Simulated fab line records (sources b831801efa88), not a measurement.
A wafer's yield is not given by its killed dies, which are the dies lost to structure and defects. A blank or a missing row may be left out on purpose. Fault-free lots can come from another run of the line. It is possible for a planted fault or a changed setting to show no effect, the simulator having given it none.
One fault through the eyes of 2 desks -- flow gf180mcu -- what lay behind the numbers comes last; until then each desk has only its own

THE METROLOGY DESK
What the gauges read, lot by lot, whatever tool the lot ran on: means of the sampled wafers that have a number. If a lot's mean is further than 4 standard deviations from the usual mean, the lot is out of limits and carries the mark OUT (the distance appears in the brackets).
Columns: A = TOP_METAL_ALCU_RS at GF_TOP_METAL_RS_MEAS_05, usual 0.0327 ohm/sq
lot,first seen here,A
L400,day 26 21:57,0.0329
L401,day 27 09:31,0.0329
L403,day 28 01:00,0.0332
L404,day 28 10:13,0.0325
L406,day 29 11:53,0.0328
L407,day 29 16:37,0.0331
L408,day 29 20:08,0.0323
L415,day 31 17:42,0.0331
L416,day 31 23:50,0.0321
L418,day 32 20:11,0.0328
L419,day 32 20:31,0.0320
L420,day 33 00:06,0.0321
L421,day 33 05:16,0.0330
L422,day 33 12:59,0.0324
This desk found nothing out of limits on any of the 14 lots.

FOR THE TOOL OWNER'S DESK: rie_diel-02
The tool's own readings at GF_PASSIVATION_ETCH_11 (etches the open film in CF4/O2, stops on TiN, target depth 1800 nm, time 400 s): means of the sampled wafers that have a number, for each lot that ran on this tool. If a lot's mean is further than 4 standard deviations from the usual mean, the lot is out of limits and carries the mark OUT (the distance appears in the brackets).
Columns: A = O2_flow_sccm at GF_PASSIVATION_ETCH_11, usual 10.00 sccm; B = drypump_motor_current_A at GF_PASSIVATION_ETCH_11, usual 5.7 A; C = oes_product_au at GF_PASSIVATION_ETCH_11, usual 0.962 a.u.; D = rf_fwd_power_W at GF_PASSIVATION_ETCH_11, usual 798.8 W; E = throttle_valve_pct at GF_PASSIVATION_ETCH_11, usual 5.960 %
lot,first seen here,A,B,C,D,E
L406,day 31 00:42,10.00,5.6,0.968,800.9,5.965
L408,day 31 09:36,10.02,5.4,0.967,800.0,5.962
L415,day 33 03:19,9.98,5.5,0.912 (-6.7) OUT,670.0 (-54) OUT,5.941
L416,day 33 08:59,9.98,5.6,0.911 (-6.9) OUT,671.4 (-53) OUT,5.945
This desk finds L415, L416 out of limits, L415 being first, at day 33 03:19 (oes_product_au at GF_PASSIVATION_ETCH_11). L406, L408 stayed within limits.

ALL TOGETHER
On L415, L416, at day 33 03:19, an alarm was possible from the tool owner's desk.
Nothing out of limits was seen by the metrology desk.
The metrology desk has L415, L416 on record, within its limits.
All the named lots went through GF_PASSIVATION_ETCH_11 on rie_diel-02.

WHAT THE SIMULATOR PUT IN
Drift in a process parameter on rie_diel-02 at GF_PASSIVATION_ETCH_11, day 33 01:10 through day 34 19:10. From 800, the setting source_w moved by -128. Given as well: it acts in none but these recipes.
Struck lots among those shown: L415, L416.
Time in hours from fault onset to the first out-of-limits reading at each desk: the tool owner's desk, 2.
